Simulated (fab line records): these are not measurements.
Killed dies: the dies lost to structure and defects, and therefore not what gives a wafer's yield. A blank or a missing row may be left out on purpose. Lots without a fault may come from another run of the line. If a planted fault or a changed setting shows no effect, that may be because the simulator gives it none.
Which of the tools did it? | flow gf180mcu | 11 lots, 32 wafers sampled, at 5 steps of a route of 602

== WHAT EACH GAUGE READ, for each wafer ==
GF_V5_BOW_MEAS_05.
lot  | measured     | on           | V5_BOW (um)
L162 | day 26 03:05 | filmMetro-04 | 139 141 136
L163 | day 26 13:03 | filmMetro-01 | 134 134 121
L164 | day 27 05:04 | filmMetro-04 | 131 128 138
L172 | day 29 15:43 | filmMetro-04 | 138 145
L177 | day 31 01:21 | filmMetro-01 | 130 129 122
L180 | day 31 13:38 | filmMetro-01 | 132 138 148
L181 | day 31 21:07 | filmMetro-01 | 154 148 149
L182 | day 32 01:45 | filmMetro-01 | 123 120 122
L183 | day 32 12:19 | filmMetro-04 | 142 150 126
L184 | day 32 17:20 | filmMetro-02 | 122 135 121
L185 | day 32 19:08 | filmMetro-01 | 139 144 140

GF_TOP_METAL_RS_MEAS_05: measurement is done with a four-point probe.
lot  | measured     | on           | TOP_METAL_ALCU_RS (ohm/sq)
L162 | day 27 01:43 | filmMetro-01 | 0.03261 0.03267 0.03259
L163 | day 27 11:11 | filmMetro-04 | 0.03249 0.03282 0.03269
L164 | day 28 02:44 | filmMetro-04 | 0.0326 0.0331 0.03313
L172 | day 30 11:55 | filmMetro-04 | 0.03272 0.03223
L177 | day 31 20:02 | filmMetro-04 | 0.03253 0.03263 0.03239
L180 | day 32 11:04 | filmMetro-04 | 0.03227 0.03224 0.03251
L181 | day 32 15:34 | filmMetro-04 | 0.0326 0.0329 0.03235
L182 | day 32 20:16 | filmMetro-03 | 0.03254 0.03228 0.03253
L183 | day 33 04:53 | filmMetro-01 | 0.03245 0.03266 0.03232
L184 | day 33 10:35 | filmMetro-04 | 0.03224 0.0323 0.03227
L185 | day 33 12:26 | filmMetro-01 | 0.03265 0.03283 0.03263

== TOOL THAT RAN EACH LOT (tool first, then ch and the chambers of the sampled wafers, then the start) ==
lot  | GF_V5_CMP_04                  | GF_V5_ETCH_17                                | GF_TOP_METAL_SPUTTER_02
L162 | cmp-01 ch 0,1, day 26 02:49   | rieDiel-04 ch 0,2,3, day 27 01:36 or earlier | pvdSputter-02, day 27 01:36
L163 | cmp-02 ch 0,1,3, day 26 12:44 | rieDiel-04 ch 0,3, day 27 11:05 or earlier   | pvdSputter-03, day 27 11:05
L164 | cmp-02 ch 0,1, day 27 04:43   | rieDiel-02 ch 0,1, day 28 02:36 or earlier   | pvdSputter-01, day 28 02:36
L172 | cmp-02 ch 2, day 29 15:21     | rieDiel-04 ch 0,3, day 30 11:46 or earlier   | pvdSputter-03, day 30 11:46
L177 | cmp-01 ch 0,1,3, day 31 01:02 | rieDiel-03 ch 0,1,2, day 31 19:55 or earlier | pvdSputter-03, day 31 19:55
L180 | cmp-01 ch 1,2,3, day 31 13:19 | rieDiel-03 ch 1,2,3, day 32 10:57 or earlier | pvdSputter-03, day 32 10:57
L181 | cmp-01 ch 1,2,3, day 31 20:48 | rieDiel-04 ch 1,2,3, day 32 15:28 or earlier | pvdSputter-03, day 32 15:28
L182 | cmp-01 ch 0,1,3, day 32 01:29 | rieDiel-04 ch 1,2,3, day 32 20:10 or earlier | pvdSputter-03, day 32 20:10
L183 | cmp-01 ch 1,2,3, day 32 12:10 | rieDiel-04 ch 1,2,3, day 33 04:48 or earlier | pvdSputter-01, day 33 04:48
L184 | cmp-02 ch 0,2,3, day 32 17:02 | rieDiel-02 ch 1,3, day 33 10:30 or earlier   | pvdSputter-02, day 33 10:30
L185 | cmp-02 ch 1,2, day 32 18:53   | rieDiel-04 ch 0,3, day 33 12:21 or earlier   | pvdSputter-01, day 33 12:21
- GF_V5_CMP_04: polishes SiO2.
- GF_V5_ETCH_17: etches SiO2 in C4F8/O2/Ar, stops on TiN, target depth 855 nm.
- GF_TOP_METAL_SPUTTER_02: material AlCu, target thk 900 nm, time 47.82 s.

== AS READ BY THE TOOLS THEMSELVES (means over the sampled wafers that have a number; for cases with no such wafer, the mark the record gives instead) ==
GF_V5_CMP_04.
lot  | tool   | edgeZonePressureFrac | headPressurePsi (psi) | motorCurrentA (A)
L162 | cmp-01 | 1.003                | 4.007                 | 12.0
L163 | cmp-02 | 0.995                | 3.997                 | 12.1
L164 | cmp-02 | 0.996                | 4.002                 | 11.1
L172 | cmp-02 | 0.998                | 3.997                 | 11.8
L177 | cmp-01 | 0.997                | 3.999                 | 12.5
L180 | cmp-01 | 0.991                | 3.998                 | 12.2
L181 | cmp-01 | 1.002                | 3.994                 | 12.2
L182 | cmp-01 | 1.001                | 4.009                 | 12.5
L183 | cmp-01 | 1.001                | 3.998                 | 12.3
L184 | cmp-02 | 1.001                | 4.004                 | 12.1
L185 | cmp-02 | 1.001                | 4.007                 | 11.2

GF_V5_ETCH_17.
lot  | tool       | oesProductAu (a.u.)
L162 | rieDiel-04 | 0.857
L163 | rieDiel-04 | 0.854
L164 | rieDiel-02 | 0.858
L172 | rieDiel-04 | 0.920
L177 | rieDiel-03 | 0.856
L180 | rieDiel-03 | 0.863
L181 | rieDiel-04 | 0.862
L182 | rieDiel-04 | 0.860
L183 | rieDiel-04 | 0.856
L184 | rieDiel-02 | 0.860
L185 | rieDiel-04 | 0.857

GF_TOP_METAL_SPUTTER_02.
lot  | tool          | throttleValvePct (%)
L162 | pvdSputter-02 | 30.8
L163 | pvdSputter-03 | 30.9
L164 | pvdSputter-01 | 29.1
L172 | pvdSputter-03 | 29.9
L177 | pvdSputter-03 | 30.1
L180 | pvdSputter-03 | 30.4
L181 | pvdSputter-03 | 30.5
L182 | pvdSputter-03 | 30.2
L183 | pvdSputter-01 | 29.6
L184 | pvdSputter-02 | 30.9
L185 | pvdSputter-01 | 29.7

== THE ANSWER, worked out from the rows above alone ==
Rule: the lots themselves supply what counts as usual. Put in order of their means at a reading, lots are off if they are a third of the lots or fewer, leave a main group of 4 or more, and stand apart from it by a gap of 3 or more times the standard deviation of the main group's means; of several such gaps the widest counts. If all means in a main group match to the digits the tables above print for the reading, that group is not used. Also off: a lot with no number at a reading for which 4 or more lots have one. Any other lot the step has rows for is counted as sound. Order of review: gauges by route order, followed by the tools' own readings, for which a lot's mean as printed above is used. The first step at which some lot is off is used, and at that step the reading that is off furthest; a lot without a number counts as furthest.
Off: L172, at GF_V5_ETCH_17 (oesProductAu). Main group: mean 0.858 a.u., sd 0.0027.
If a tool, at that step or one of the process steps before it, ran each lot that is off and ran no sound lot following the first of them, it fits. GF_V5_ETCH_17: start missing for some lots; hours and lot order therefore follow GF_TOP_METAL_SPUTTER_02. Not one of the candidates tried fits.

== WHAT HAD BEEN PUT IN BY THE SIMULATOR ==
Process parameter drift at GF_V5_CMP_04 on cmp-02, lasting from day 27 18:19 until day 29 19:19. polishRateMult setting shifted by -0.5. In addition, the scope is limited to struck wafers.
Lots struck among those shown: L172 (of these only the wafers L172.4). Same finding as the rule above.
